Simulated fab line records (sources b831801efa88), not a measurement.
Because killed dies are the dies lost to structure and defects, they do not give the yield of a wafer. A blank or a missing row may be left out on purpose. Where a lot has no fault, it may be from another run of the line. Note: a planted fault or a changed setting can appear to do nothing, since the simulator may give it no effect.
Chamber matching | flow sky130 | 4 sister chambers for SKY_SPACER_ETCHBACK_02 on rie_diel-04
The step etches Si3N4 in CH3F/O2, stops on SiO2, time 46.7 s, target depth 45 nm. 14 wafers are shown with their chamber, then 7 later ones without.

## EACH WAFER AND ITS CHAMBER
wafer  | chamber | drypump_motor_current_A (A) | oes_product_au (a.u.) | throttle_valve_pct (%)
L335.1 | 3       | 6.28                        | 0.866                 | 10.571
L335.2 | 1       | 6.11                        | 0.853                 | 10.571
L335.3 | 0       | 5.57                        | 0.856                 | 10.558
L341.2 | 2       | 5.37                        | 0.863                 | 10.560
L341.3 | 1       | 6.11                        | 0.861                 | 10.573
L341.6 | 2       | 5.37                        | 0.865                 | 10.581
L342.2 | 3       | 6.27                        | 0.861                 | 10.554
L342.3 | 0       | 5.55                        | 0.855                 | 10.559
L342.4 | 1       | 6.10                        | 0.854                 | 10.548
L343.2 | 3       | 6.26                        | 0.854                 | 10.559
L343.3 | 0       | 5.53                        | 0.854                 | 10.568
L343.4 | 1       | 6.11                        | 0.849                 | 10.558
L347.1 | 0       | 5.57                        | 0.854                 | 10.555
L347.3 | 2       | 5.38                        | 0.853                 | 10.573

SIGNATURES (averages over the wafers above)
reading                 | chamber 0 | chamber 1 | chamber 2 | chamber 3 | scatter within a chamber
drypump_motor_current_A | 5.5550    | 6.1075    | 5.3733    | 6.2700    | 0.012
oes_product_au          | 0.85475   | 0.85425   | 0.86033   | 0.86033   | 0.00483
throttle_valve_pct      | 10.56000  | 10.56250  | 10.57133  | 10.56133  | 0.0094
Rule: a wafer lies at a distance from a chamber equal to the root of the sum of squares, over the readings, of (its reading less the chamber's mean, divided by the reading's scatter). If the next closest chamber is less than 2 further off than the closest, the wafer can't be placed; otherwise it belongs to the closest. The scatter: the root of (the sum of the squares of (reading less its chamber's mean) over the shown wafers, divided by (wafers less chambers)).

## WAFERS WHOSE CHAMBER IS MISSING
wafer  | drypump_motor_current_A (A) | oes_product_au (a.u.) | throttle_valve_pct (%)
L347.5 | 5.60                        | 0.844                 | 10.554
L350.2 | 6.25                        | 0.848                 | 10.557
L350.3 | 6.11                        | 0.856                 | 10.569
L350.4 | 5.55                        | 0.851                 | 10.573
L356.3 | 6.08                        | 0.850                 | 10.544
L356.4 | 6.28                        | 0.845                 | 10.555
L356.5 | 5.55                        | 0.847                 | 10.560

## CHAMBER TAKEN BY EACH
wafer  | from the rows above | in truth
L347.5 | 0                   | 0
L350.2 | 3                   | 3
L350.3 | 1                   | 1
L350.4 | 0                   | 0
L356.3 | 1                   | 1
L356.4 | 3                   | 3
L356.5 | 0                   | 0
7 of 7 placed correctly. From these rows, 0 cannot be placed. 0 placed wrongly.
